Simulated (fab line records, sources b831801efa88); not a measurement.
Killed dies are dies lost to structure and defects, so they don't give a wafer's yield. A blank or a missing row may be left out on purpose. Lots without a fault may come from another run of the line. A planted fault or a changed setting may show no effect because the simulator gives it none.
fab line records | flow sky130
record lots=6 wafers=18 last_day=50
route steps=708 shown SONOS_TUNNEL@156 SONOS_ONO@168 PAD_OPEN@708
lots that met no fault: from a run of the same line without faults
start_h: hours from the record's first day to the start of the lot's first wafer shown | wait_h: hours since the lot's step before | " the same as in the row above | L1.1+2: a row that stands for several wafers | - no value, or no start given | * or withheld: withheld | < > ~ a bound
route shown NAME@n: a module of which the file shows steps, and the number in the route of the first | usual: mean/standard deviation of fault-free wafers | same: alike in all rows | chamber/n: place in a boat | sites: the reading at each site | _std_site: their standard deviation | _edge_site: outer sites' mean less inner sites' | radius_mm: how far each site lies from the wafer's centre | mask NAME#n: copy n | behind: the tool/chamber that last shaped the wafer | hold: why the lot was held/for how many hours/how that ended | device: the transistor (n, p or np) that didn't switch | end of line: the same wafers' tests at the end of the route | a step without rows: its recipe alone | killed: dies lost to structure and defects at the first sort, not the wafer's yield | map: a wafer's dies, x killed, . not, _ none there
set.NAME: the setting as run; set.NAME@STEP: as run at that earlier step | model.NAME: the simulator's own value behind a step, which no gauge read
lots at some steps of the route; a table a step, a row a wafer
services: from which hour (start_h, from the record's first day; less than 0 if before it) a tool's chamber was out of use, for how many hours, and why
## steps
# step SKY_SONOS_TUNNEL_COAT_02
# recipe resist=NOVOLAK spin_rpm=3000 resist_thk_nm=1140
# step SKY_SONOS_TUNNEL_SOFTBAKE_03
# recipe temp_c=90 time_s=60 resist=NOVOLAK
# step SKY_SONOS_TUNNEL_EXPOSE_04
# recipe mask_id=TUNM na=0.6 source_shape=conventional sigma_outer=0.6 polarization=unpolarized target_cd_nm=410 dose_mj=136
# step SKY_SONOS_TUNNEL_PEB_05
# recipe temp_c=withheld time_s=* resist=NOVOLAK
# step SKY_SONOS_TUNNEL_DEVELOP_06
# recipe resist=NOVOLAK developer=TMAH develop_time_s=60 dev_temp_c=23
# step SKY_SONOS_TUNNEL_CD_MEAS_07
# recipe target_cd_nm=410
# usual cd_nm=409.5/1.9
# columns lot.wafer tool chamber start_h wait_h cd_nm
L824.2 cd_sem-02 - 260.48 0.1 409.1
L824.3 " - " " 411.0
L824.4 " - " " 410.2
L831.1 cd_sem-02 - 319.50 0.1 407.7
L831.3 " - " " 407.4
L831.5 " - " " 407.4
L832.1 cd_sem-01 - 326.70 0.1 407.2
L832.2 " - " " 404.8
L832.3 " - " " 406.9
L838.3 cd_sem-01 - 369.29 0.1 409.4
L838.4 " - " " 410.9
L838.6 " - " " 411.4
L842.1 cd_sem-02 - 415.05 0.1 408.3
L842.2 " - " " 410.3
L842.5 " - " " 409.2
L843.4 cd_sem-01 - 420.56 0.1 407.8
L843.5 " - " " 409.6
L843.6 " - " " 409.7
# step SKY_SONOS_TUNNEL_OVL_MEAS_08
# usual SONOS_TUNNEL_OVL=1.0/1.3
# columns lot.wafer tool chamber start_h wait_h SONOS_TUNNEL_OVL[nm]
L824.2 overlay-02 - 260.59 0.1 1.9
L824.3 " - " " 0.5
L824.4 " - " " -0.1
L831.1 overlay-01 - 319.62 0.1 2.1
L831.3 " - " " 2.0
L831.5 " - " " 2.0
L832.1 overlay-01 - 326.82 0.1 0.7
L832.2 " - " " 1.5
L832.3 " - " " 2.5
L838.3 overlay-02 - 369.38 0.1 0.2
L838.4 " - " " 1.1
L838.6 " - " " -0.2
L842.1 overlay-02 - 415.17 0.1 -1.0
L842.2 " - " " -0.2
L842.5 " - " " -1.6
L843.4 overlay-01 - 420.64 0.1 1.5
L843.5 " - " " 2.0
L843.6 " - " " 2.4
# step SKY_SONOS_TUNNEL_IMPLANT_09
# recipe species=B energy_kev=20 dose_cm2=1e+12 tilt_deg=withheld
# step SKY_SONOS_TUNNEL_WET_ETCH_10
# recipe chemistry=dHF target_depth_nm=14 target=SiO2 dilution=100:1 temp_c=25 time_s=280
# step SKY_SONOS_TUNNEL_STRIP_11
# recipe chemistry=SPM time_s=600 temp_c=130
# step SKY_SONOS_TUNNEL_TW_MEAS_12
# usual SONOS_TUNNEL_TW=197.7/1.1
# columns lot.wafer tool chamber start_h wait_h SONOS_TUNNEL_TW
L824.2 film_metro-02 - 261.04 0.0 198.7
L824.3 " - " " 198.3
L824.4 " - " " 198.3
L831.1 film_metro-01 - 320.08 0.0 196.3
L831.3 " - " " 196.7
L831.5 " - " " 197.0
L832.1 film_metro-03 - 327.27 0.0 197.8
L832.2 " - " " 196.9
L832.3 " - " " 195.8
L838.3 film_metro-03 - 369.85 0.0 195.5
L838.4 " - " " 196.6
L838.6 " - " " 195.9
L842.1 film_metro-03 - 415.66 0.0 197.2
L842.2 " - " " 197.1
L842.5 " - " " 196.9
L843.4 film_metro-01 - 421.10 0.0 197.3
L843.5 " - " " 195.7
L843.6 " - " " 197.0
# step SKY_SONOS_TUNNEL_CLEAN_13
# recipe chemistry=dHF time_s=20 dilution=100:1 dry=ipa_marangoni
# step SKY_SONOS_ONO_OXIDATION_00
# recipe temp_c=800 ambient=O2 idle_temp_c=700 ramp_up_c_per_min=10 ramp_down_c_per_min=3 stabilise_s=600 purge_s=300 target_thk_a=26 ox_time_s=1249
# usual spike_tc_bottom_C=820.6/0.96 spike_tc_centre_C=800.9/1
# same stabilise_s=600
# columns lot.wafer tool chamber start_h wait_h spike_tc_bottom_C spike_tc_centre_C model.SiO2_of_SONOS_ONO_OXIDATION_00.thk_nm
L824.2 furnace-02 0 261.43 0.3 821.7 800.5 2.513
L824.3 " 0 " " 820.7 800.0 2.52
L824.4 " 0 " " 821.4 801.1 2.49
L831.1 furnace-01 0 321.63 1.5 819.8 801.4 2.797
L831.3 " 0 " " 819.5 803.0 2.816
L831.5 " 0 " " 821.0 800.3 2.814
L832.1 furnace-01 0 329.38 2.0 819.8 800.6 2.705
L832.2 " 0 " " 820.4 801.8 2.738
L832.3 " 0 " " 818.4 800.9 2.768
L838.3 furnace-02 0 370.25 0.3 819.4 798.7 2.587
L838.4 " 0 " " 820.4 799.5 2.576
L838.6 " 0 " " 821.3 799.6 2.565
L842.1 furnace-01 0 416.93 1.2 820.8 799.5 2.607
L842.2 " 0 " " 821.5 802.1 2.628
L842.5 " 0 " " 820.8 801.4 2.613
L843.4 furnace-01 0 422.93 1.8 819.8 802.4 2.563
L843.5 " 0 " " 819.6 802.8 2.579
L843.6 " 0 " " 820.4 802.9 2.575
# step SKY_SONOS_ONO_THK_MEAS_01
# recipe reads=SiO2_of_SONOS_ONO_OXIDATION_00
# usual SONOS_ONO_OXIDATION_THK=2.59/0.059
# columns lot.wafer tool chamber start_h wait_h SONOS_ONO_OXIDATION_THK[nm]
L824.2 film_metro-03 - 262.78 0.0 2.54
L824.3 " - " " 2.51
L824.4 " - " " 2.51
L831.1 film_metro-03 - 322.98 0.0 2.78
L831.3 " - " " 2.78
L831.5 " - " " 2.85
L832.1 film_metro-03 - 330.72 0.0 2.71
L832.2 " - " " 2.73
L832.3 " - " " 2.78
L838.3 film_metro-04 - 371.61 0.0 2.54
L838.4 " - " " 2.57
L838.6 " - " " 2.48
L842.1 film_metro-04 - 418.28 0.0 2.60
L842.2 " - " " 2.63
L842.5 " - " " 2.58
L843.4 film_metro-03 - 424.30 0.0 2.52
L843.5 " - " " 2.60
L843.6 " - " " 2.53
# step SKY_SONOS_ONO_CVD_02
# recipe material=Si3N4 precursor=DCS/NH3 target_thk_nm=10.5 temp_c=770 time_s=180 pressure_mtorr=250
# step SKY_PAD_OPEN_PROBE_99
# usual killed_at_M0_to_M3=43/6.7 killed_at_M4_up=3.2/1.8 killed_at_contacts=25/5.2 killed_at_front_end=15/4.4 killed_at_other=0.2/0.4 killed_dies=87/9.3 killed_open=48/7.1 killed_short=39/6
# same gross_dies=492 killed_at_back_side=0
# columns lot.wafer tool chamber start_h wait_h killed_at_M0_to_M3 killed_at_M4_up killed_at_contacts killed_at_front_end killed_at_other killed_dies killed_open killed_short model.etest.sonos_erased.vt_v model.etest.sonos_baked.vt_less_v
L824.2 prober-01 - 1084.18 0.1 48 5 33 11 0 97 52 45 -2.39 -0.5535
L824.3 prober-01 - 1084.23 0.2 51 3 16 17 0 87 37 50 -2.391 -0.5747
L824.4 prober-01 - 1084.28 0.2 39 3 31 11 0 84 44 40 -2.386 -0.6018
L831.1 prober-02 - 1142.03 0.1 38 8 23 16 0 85 51 34 -1.951 -0.3743
L831.3 prober-02 - 1142.13 0.2 55 7 25 11 0 98 48 50 -1.794 -0.3254
L831.5 prober-02 - 1142.23 0.2 45 7 27 17 0 96 47 49 -1.891 -0.3767
L832.1 prober-02 - 1158.61 0.1 48 3 17 10 0 78 41 37 -2.165 -0.446
L832.2 prober-02 - 1158.66 0.1 40 1 20 13 0 74 41 33 -2.014 -0.4808
L832.3 prober-02 - 1158.71 0.2 48 2 17 16 0 83 44 39 -2.057 -0.3886
L838.3 prober-01 - 1165.60 0.2 48 4 32 16 0 100 58 42 -2.277 -0.4964
L838.4 prober-01 - 1165.65 0.2 35 6 31 20 0 92 51 41 -2.313 -0.5164
L838.6 prober-01 - 1165.75 0.2 41 6 18 20 0 85 45 40 -2.267 -0.4721
L842.1 prober-01 - 1188.72 0.1 51 4 38 12 0 105 51 54 -2.29 -0.4859
L842.2 prober-01 - 1188.77 0.1 48 4 29 23 1 105 48 57 -2.313 -0.4988
L842.5 prober-01 - 1188.92 0.2 47 7 22 15 0 91 55 36 -2.28 -0.5688
L843.4 prober-02 - 1194.77 0.2 37 2 32 12 1 84 46 38 -2.297 -0.5025
L843.5 prober-02 - 1194.82 0.2 40 3 39 15 0 97 58 39 -2.279 -0.5092
L843.6 prober-02 - 1194.87 0.2 43 5 32 11 0 91 49 42 -2.198 -0.5078
# killed by level:class
L824.2 LI_CONTACT:geometric_particle:open=12 METAL1:geometric_particle:short=11 VIA1:geometric_particle:open=10 VIA3:geometric_particle:open=9 LOCAL_INTERCONNECT:geometric_particle:short=6 CONTACT:geometric_particle:short=6 VIA2:geometric_particle:open=5 METAL2:geometric_particle:short=5
L824.3 VIA1:geometric_particle:short=8 VIA3:geometric_particle:open=7 METAL1:geometric_particle:short=7 POLY_GATE:geometric_particle:short=6 LOCAL_INTERCONNECT:geometric_particle:short=6 VIA1:geometric_particle:open=6 CONTACT:geometric_particle:short=5 VIA3:geometric_particle:short=5
L824.4 VIA1:geometric_particle:open=10 CONTACT:geometric_particle:open=8 LI_CONTACT:geometric_particle:open=7 METAL1:geometric_particle:short=7 VIA2:geometric_particle:open=6 POLY_GATE:geometric_particle:open=5 LI_CONTACT:geometric_particle:short=5 CONTACT:geometric_particle:short=5
L831.1 CONTACT:geometric_particle:open=9 VIA1:geometric_particle:open=8 VIA3:geometric_particle:open=7 VIA2:geometric_particle:open=6 METAL4:geometric_particle:short=6 FIELD_ISO:geometric_particle:open=5 VIA2:geometric_particle:short=5 POLY_GATE:geometric_particle:short=4
L831.3 VIA1:geometric_particle:short=11 VIA3:geometric_particle:open=10 CONTACT:geometric_particle:open=8 VIA1:geometric_particle:open=8 VIA2:geometric_particle:short=6 LI_CONTACT:geometric_particle:open=5 CONTACT:geometric_particle:short=5 METAL1:geometric_particle:short=5
L831.5 CONTACT:geometric_particle:open=16 VIA1:geometric_particle:open=12 VIA1:geometric_particle:short=10 METAL2:geometric_particle:short=10 POLY_GATE:geometric_particle:short=6 METAL4:geometric_particle:short=5 LI_CONTACT:geometric_particle:open=4 FIELD_ISO:geometric_particle:open=3
L832.1 VIA3:geometric_particle:open=10 VIA1:geometric_particle:open=7 METAL1:geometric_particle:short=7 VIA2:geometric_particle:open=6 VIA2:geometric_particle:short=5 CONTACT:geometric_particle:open=5 POLY_GATE:geometric_particle:open=4 LI_CONTACT:geometric_particle:open=4
L832.2 VIA1:geometric_particle:open=9 CONTACT:geometric_particle:open=7 VIA2:geometric_particle:open=6 LI_CONTACT:geometric_particle:open=6 CONTACT:geometric_particle:short=4 VIA1:geometric_particle:short=4 METAL2:geometric_particle:short=4 VIA2:geometric_particle:short=4
L832.3 METAL1:geometric_particle:short=10 VIA3:geometric_particle:open=10 FIELD_ISO:geometric_particle:short=6 CONTACT:geometric_particle:open=6 VIA1:geometric_particle:open=6 VIA2:geometric_particle:open=6 LI_CONTACT:geometric_particle:open=5 FIELD_ISO:geometric_particle:open=4
L838.3 CONTACT:geometric_particle:open=14 VIA1:geometric_particle:open=12 LI_CONTACT:geometric_particle:open=8 VIA2:geometric_particle:open=7 LOCAL_INTERCONNECT:geometric_particle:short=6 METAL1:geometric_particle:short=6 VIA3:geometric_particle:open=6 SPACER:geometric_particle:short=5
L838.4 CONTACT:geometric_particle:open=13 VIA1:geometric_particle:open=8 VIA3:geometric_particle:open=8 LOCAL_INTERCONNECT:geometric_particle:short=6 FIELD_ISO:geometric_particle:open=5 FIELD_ISO:geometric_particle:short=5 METAL2:geometric_particle:short=5 POLY_GATE:geometric_particle:open=4
L838.6 VIA1:geometric_particle:open=9 VIA1:geometric_particle:short=7 VIA2:geometric_particle:open=7 LI_CONTACT:geometric_particle:open=6 METAL1:geometric_particle:short=6 VIA3:geometric_particle:open=6 METAL4:geometric_particle:short=5 FIELD_ISO:geometric_particle:short=4
L842.1 VIA1:geometric_particle:open=14 CONTACT:geometric_particle:open=13 CONTACT:geometric_particle:short=8 METAL1:geometric_particle:short=8 LI_CONTACT:geometric_particle:open=7 LOCAL_INTERCONNECT:geometric_particle:short=7 FIELD_ISO:geometric_particle:short=6 VIA3:geometric_particle:short=6
L842.2 VIA1:geometric_particle:open=10 FIELD_ISO:geometric_particle:short=9 CONTACT:geometric_particle:open=8 CONTACT:geometric_particle:short=8 VIA3:geometric_particle:open=7 LOCAL_INTERCONNECT:geometric_particle:short=7 VIA1:geometric_particle:short=6 VIA2:geometric_particle:open=6
L842.5 VIA1:geometric_particle:open=12 CONTACT:geometric_particle:open=10 VIA2:geometric_particle:open=8 FIELD_ISO:geometric_particle:open=7 METAL1:geometric_particle:short=7 METAL2:geometric_particle:short=5 VIA3:geometric_particle:open=5 LI_CONTACT:geometric_particle:open=4
L843.4 CONTACT:geometric_particle:open=13 VIA1:geometric_particle:open=10 VIA1:geometric_particle:short=8 CONTACT:geometric_particle:short=7 LI_CONTACT:geometric_particle:open=6 METAL1:geometric_particle:short=5 VIA3:geometric_particle:open=4 POLY_GATE:geometric_particle:short=3
L843.5 CONTACT:geometric_particle:open=13 LI_CONTACT:geometric_particle:open=12 VIA1:geometric_particle:open=11 METAL2:geometric_particle:short=9 FIELD_ISO:geometric_particle:open=6 CONTACT:geometric_particle:short=6 POLY_GATE:geometric_particle:open=5 VIA3:geometric_particle:open=5
L843.6 CONTACT:geometric_particle:open=9 LOCAL_INTERCONNECT:geometric_particle:short=8 VIA1:geometric_particle:open=8 VIA2:geometric_particle:open=8 LI_CONTACT:geometric_particle:open=7 VIA3:geometric_particle:open=6 CONTACT:geometric_particle:short=5 VIA1:geometric_particle:short=5
## services
# columns tool chamber start_h hours kind
furnace-02 - 335.85 4.4 pm
furnace-01 - 402.94 3.5 pm
## key
first_sign step=SKY_SONOS_ONO_THK_MEAS_01 reading=SONOS_ONO_OXIDATION_THK direction=up sigmas=3.2 usual=2.59 struck=2.77
effect none on later readings
model_effect step=SKY_SONOS_ONO_OXIDATION_00 value=SiO2_of_SONOS_ONO_OXIDATION_00.thk_nm without=2.58 struck=2.773
model_effect step=SKY_PAD_OPEN_PROBE_99 value=etest.sonos_erased.vt_v without=-2.159 struck=-1.979
met_at SKY_SONOS_ONO_OXIDATION_00
struck_wafers L831.1,L831.3,L831.5,L832.1,L832.2,L832.3
tester_left_out L831,L832
fault kind=process_parameter_drift tool=furnace-01 chamber=- onset_h=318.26 steps=SKY_SONOS_ONO_OXIDATION_00 channel=ox_time_s offset=* shape=step end_h=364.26 acts_in=* stated=*
# tester_left_out: of these lots the tester's yield and bins aren't shown, on N5 and GAA mostly nor the transistor test; their killed dies are dies lost to structure and defects alone, not to doping, threshold or leakage, so they don't give the yield
